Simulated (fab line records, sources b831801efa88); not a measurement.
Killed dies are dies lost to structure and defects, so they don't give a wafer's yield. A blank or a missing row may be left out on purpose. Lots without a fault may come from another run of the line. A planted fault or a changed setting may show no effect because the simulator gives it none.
Which tool did it? | flow gf180mcu | 12 lots, 36 wafers sampled, at 7 steps of a route of 602

WHAT THE GAUGES READ, wafer by wafer
GF_CONTACT_RS_MEAS_25: measures by four-point-probe. Usual: CONTACT_W_RS 0.382 ohm/sq, standard deviation 0.005.
lot  | measured     | on            | CONTACT_W_RS (ohm/sq) | flag
L266 | day 17 04:58 | film_metro-02 | 0.388 0.380 0.383     |
L268 | day 18 02:38 | film_metro-02 | 0.389 0.379 0.389     |
L270 | day 18 17:08 | film_metro-01 | 0.381 0.381 0.381     |
L273 | day 19 22:06 | film_metro-04 | 0.375 0.383 0.377     |
L274 | day 20 05:43 | film_metro-02 | 0.384 0.389 0.377     |
L276 | day 21 03:07 | film_metro-01 | 0.384 0.373 0.373     |
L277 | day 21 06:29 | film_metro-04 | 0.445 0.441 0.444     | OFF
L278 | day 21 18:49 | film_metro-04 | 0.431 0.446 0.439     | OFF
L281 | day 22 18:09 | film_metro-02 | 0.391 0.383 0.395     |
L284 | day 23 16:26 | film_metro-01 | 0.387 0.388 0.382     |
L285 | day 23 20:34 | film_metro-02 | 0.385 0.384 0.383     |
L286 | day 24 09:50 | film_metro-02 | 0.388 0.391 0.392     |

GF_CONTACT_THK_MEAS_26: measures by xrf. Usual: CONTACT_W_THK 296 nm, standard deviation 4.2.
lot  | measured     | on            | CONTACT_W_THK (nm) | flag
L266 | day 17 05:05 | film_metro-02 | 291 297 291        |
L268 | day 18 02:45 | film_metro-02 | 291 301 290        |
L270 | day 18 17:15 | film_metro-01 | 294 295 296        |
L273 | day 19 22:13 | film_metro-04 | 303 298 301        |
L274 | day 20 05:50 | film_metro-02 | 292 291 298        |
L276 | day 21 03:13 | film_metro-01 | 294 302 302        |
L277 | day 21 06:35 | film_metro-04 | 254 257 255        | OFF
L278 | day 21 18:56 | film_metro-04 | 265 257 259        | OFF
L281 | day 22 18:15 | film_metro-02 | 287 294 283        |
L284 | day 23 16:33 | film_metro-01 | 294 294 299        |
L285 | day 23 20:40 | film_metro-02 | 294 294 295        |
L286 | day 24 09:58 | film_metro-02 | 292 289 289        |

GF_M3_OVL_MEAS_15. Usual: M3_OVL 1 nm, standard deviation 5.6.
lot  | measured     | on         | M3_OVL (nm) | flag
L266 | day 22 11:44 | overlay-02 | 2 -4 2      |
L268 | day 23 05:35 | overlay-01 | 7 3 9       |
L270 | day 23 22:26 | overlay-02 | -1 -3 -14   |
L273 | day 24 23:50 | overlay-01 | -7 -9 -5    |
L274 | day 25 09:08 | overlay-02 | 12 -1 4     |
L276 | day 26 02:54 | overlay-02 | 0 2 0       |
L277 | day 26 05:14 | overlay-01 | 5 -9 1      |
L278 | day 26 17:14 | overlay-01 | -6 -9 -2    |
L281 | day 27 13:26 | overlay-02 | 1 -4 10     |
L284 | day 28 07:29 | overlay-01 | 3 4 3       |
L285 | day 28 12:41 | overlay-02 | 3 -6 -6     |
L286 | day 28 22:20 | overlay-02 | -7 -1 -11   |

WHICH TOOL RAN EACH LOT (tool, then ch and the chambers of the sampled wafers, then the start)
lot  | GF_CONTACT_CVD_24             | GF_CONTACT_CMP_27             | GF_V1_ETCH_17                                 | GF_M3_SPUTTER_03
L266 | cvd_w-01 ch 0,1, day 17 04:52 | cmp-02 ch 0,2,3, day 17 05:12 | rie_diel-02 ch 0,1,2, day 21 12:25 or earlier | pvd_sputter-01, day 21 12:25
L268 | cvd_w-01 ch 0,1, day 18 02:31 | cmp-02 ch 0,1, day 18 02:48   | rie_diel-03 ch 0,2,3, day 22 06:38 or earlier | pvd_sputter-04, day 22 06:38
L270 | cvd_w-02 ch 0,1, day 18 17:02 | cmp-02 ch 2,3, day 18 17:19   | rie_diel-02 ch 0,2, day 22 23:19 or earlier   | pvd_sputter-04, day 22 23:19
L273 | cvd_w-02 ch 0,1, day 19 22:00 | cmp-02 ch 0,3, day 19 22:17   | rie_diel-04 ch 0,1,2, day 24 01:49 or earlier | pvd_sputter-01, day 24 01:49
L274 | cvd_w-01 ch 0,1, day 20 05:37 | cmp-01 ch 0,1, day 20 05:56   | rie_diel-02 ch 0,1, day 24 11:02 or earlier   | pvd_sputter-01, day 24 11:02
L276 | cvd_w-02 ch 0,1, day 21 02:59 | cmp-02 ch 2,3, day 21 03:14   | rie_diel-03 ch 1,2,3, day 25 05:37 or earlier | pvd_sputter-04, day 25 05:37
L277 | cvd_w-02 ch 0,1, day 21 06:22 | cmp-01 ch 1,2,3, day 21 06:47 | rie_diel-03 ch 0,2,3, day 25 07:32 or earlier | pvd_sputter-03, day 25 07:32
L278 | cvd_w-02 ch 0,1, day 21 18:43 | cmp-02 ch 1,2, day 21 18:59   | rie_diel-04 ch 0,2, day 25 20:14 or earlier   | pvd_sputter-01, day 25 20:14
L281 | cvd_w-01 ch 0,1, day 22 18:02 | cmp-02 ch 0,1,3, day 22 18:23 | rie_diel-02 ch 1,2,3, day 26 16:56 or earlier | pvd_sputter-03, day 26 16:56
L284 | cvd_w-01 ch 0,1, day 23 16:20 | cmp-02 ch 0,2, day 23 16:40   | rie_diel-04 ch 0,2,3, day 27 12:04 or earlier | pvd_sputter-01, day 27 12:04
L285 | cvd_w-01 ch 1, day 23 20:26   | cmp-02 ch 2,3, day 23 20:46   | rie_diel-02 ch 1,2, day 27 17:02 or earlier   | pvd_sputter-03, day 27 17:02
L286 | cvd_w-01 ch 0,1, day 24 09:44 | cmp-02 ch 2,3, day 24 10:01   | rie_diel-04 ch 1,2,3, day 28 03:25 or earlier | pvd_sputter-04, day 28 03:25
- GF_CONTACT_CVD_24: deposits W, target thk 300 nm, time 90.339 s.
- GF_CONTACT_CMP_27: polishes, stops on SiO2, t overpolish 15 s, target thk 0 nm.
- GF_V1_ETCH_17: etches SiO2 in C4F8/O2/Ar, stops on TiN, target depth 630 nm.
- GF_M3_SPUTTER_03: material Ti, target thk 10 nm, time 6.7 s.

WHAT THE TOOLS THEMSELVES READ (means of the sampled wafers that have a number; where no wafer has one, the mark that the record gives instead)
GF_CONTACT_CVD_24. Usual: chamber_pressure_Torr 40.01 Torr, standard deviation 0.09; heater_power_outer_w 555 W, standard deviation 56; heater_power_w 909 W, standard deviation 86; susceptor_temp_C 399.98 C, standard deviation 0.22.
lot  | tool     | chamber_pressure_Torr (Torr) | heater_power_outer_w (W) | heater_power_w (W) | susceptor_temp_C (C) | flag
L266 | cvd_w-01 | 40.01                        | 541                      | 917                | 399.95               |
L268 | cvd_w-01 | 40.00                        | 505                      | 841                | 400.29               |
L270 | cvd_w-02 | 39.99                        | 555                      | 927                | 399.75               |
L273 | cvd_w-02 | 40.05                        | 570                      | 911                | 399.89               |
L274 | cvd_w-01 | 40.02                        | 514                      | 824                | 399.99               |
L276 | cvd_w-02 | 40.03                        | 608                      | 981                | 400.04               |
L277 | cvd_w-02 | 39.99                        | 572                      | 923                | 392.21               | OFF
L278 | cvd_w-02 | 40.03                        | 528                      | 866                | 392.14               | OFF
L281 | cvd_w-01 | 39.96                        | 511                      | 848                | 400.03               |
L284 | cvd_w-01 | 39.89                        | 514                      | 840                | 400.31               |
L285 | cvd_w-01 | 39.97                        | 558                      | 941                | 400.11               |
L286 | cvd_w-01 | 40.03                        | 502                      | 839                | 400.00               |

GF_CONTACT_CMP_27. Usual: motor_current_A 11.0 A, standard deviation 1.6; time_to_endpoint_s 73 s, standard deviation 3.2.
lot  | tool   | motor_current_A (A) | time_to_endpoint_s (s) | flag
L266 | cmp-02 | 10.1                | 70                     |
L268 | cmp-02 | 12.0                | 77                     |
L270 | cmp-02 | 11.8                | 78                     |
L273 | cmp-02 | 11.4                | 72                     |
L274 | cmp-01 | 10.1                | 73                     |
L276 | cmp-02 | 10.3                | 76                     |
L277 | cmp-01 | 11.7                | 64                     |
L278 | cmp-02 | 12.0                | 64                     |
L281 | cmp-02 | 11.6                | 71                     |
L284 | cmp-02 | 9.2                 | 75                     |
L285 | cmp-02 | 10.3                | 77                     |
L286 | cmp-02 | 11.3                | 76                     |

GF_V1_ETCH_17. Usual: oes_product_au 0.857 a.u., standard deviation 0.0044.
lot  | tool        | oes_product_au (a.u.) | flag
L266 | rie_diel-02 | 0.862                 |
L268 | rie_diel-03 | 0.856                 |
L270 | rie_diel-02 | 0.855                 |
L273 | rie_diel-04 | 0.855                 |
L274 | rie_diel-02 | 0.858                 |
L276 | rie_diel-03 | 0.861                 |
L277 | rie_diel-03 | 0.851                 |
L278 | rie_diel-04 | 0.857                 |
L281 | rie_diel-02 | 0.856                 |
L284 | rie_diel-04 | 0.856                 |
L285 | rie_diel-02 | 0.856                 |
L286 | rie_diel-04 | 0.853                 |

GF_M3_SPUTTER_03. Usual: throttle_valve_pct 29.7 %, standard deviation 1.
lot  | tool           | throttle_valve_pct (%) | flag
L266 | pvd_sputter-01 | 30.1                   |
L268 | pvd_sputter-04 | 30.7                   |
L270 | pvd_sputter-04 | 30.8                   |
L273 | pvd_sputter-01 | 29.8                   |
L274 | pvd_sputter-01 | 29.9                   |
L276 | pvd_sputter-04 | 30.6                   |
L277 | pvd_sputter-03 | 29.2                   |
L278 | pvd_sputter-01 | 29.6                   |
L281 | pvd_sputter-03 | 29.0                   |
L284 | pvd_sputter-01 | 30.0                   |
L285 | pvd_sputter-03 | 28.8                   |
L286 | pvd_sputter-04 | 30.5                   |

THE ANSWER, worked out from the rows above alone
Rule: a lot is off if the mean of its wafers that have a number lies more than 3 standard deviations from the usual mean. A lot without any number at a reading at which 4 lots or more have one is off too. The other lots that the step has rows for count as sound. The gauges are gone through in route order, then the tools' own readings, and for those a lot's mean is taken as printed above. The first step at which some lot is off is used, and at that step the reading that is off furthest; a lot without a number counts as furthest.
Off: L277, L278, at GF_CONTACT_RS_MEAS_25 (CONTACT_W_RS).
A tool fits if, at a process step before that reading, it ran every lot that is off, and no sound lot after the first of them. The gauges at GF_CONTACT_RS_MEAS_25 aren't tried: what is off there is off at GF_CONTACT_CVD_24 too, on other tools, and a gauge's error can't cause that. One fits: cvd_w-02 at GF_CONTACT_CVD_24. Its last sound lot is L276 (day 21 02:59), its first lot that is off L277 (day 21 06:22): a fault that began between those two fits.
The tool's own readings at GF_CONTACT_CVD_24 bear it out: on the lots that are off they differ by more than 5 times the standard deviation of the sound lots' means. susceptor_temp_C reads 392.17 C there against 400.04 C on the sound lots.

WHAT THE SIMULATOR HAD PUT IN
Process parameter drift: cvd_w-02, from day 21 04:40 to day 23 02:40, at GF_CONTACT_CVD_24. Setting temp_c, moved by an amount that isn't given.
Lots struck among those shown: L277, L278. The rule above found the same.
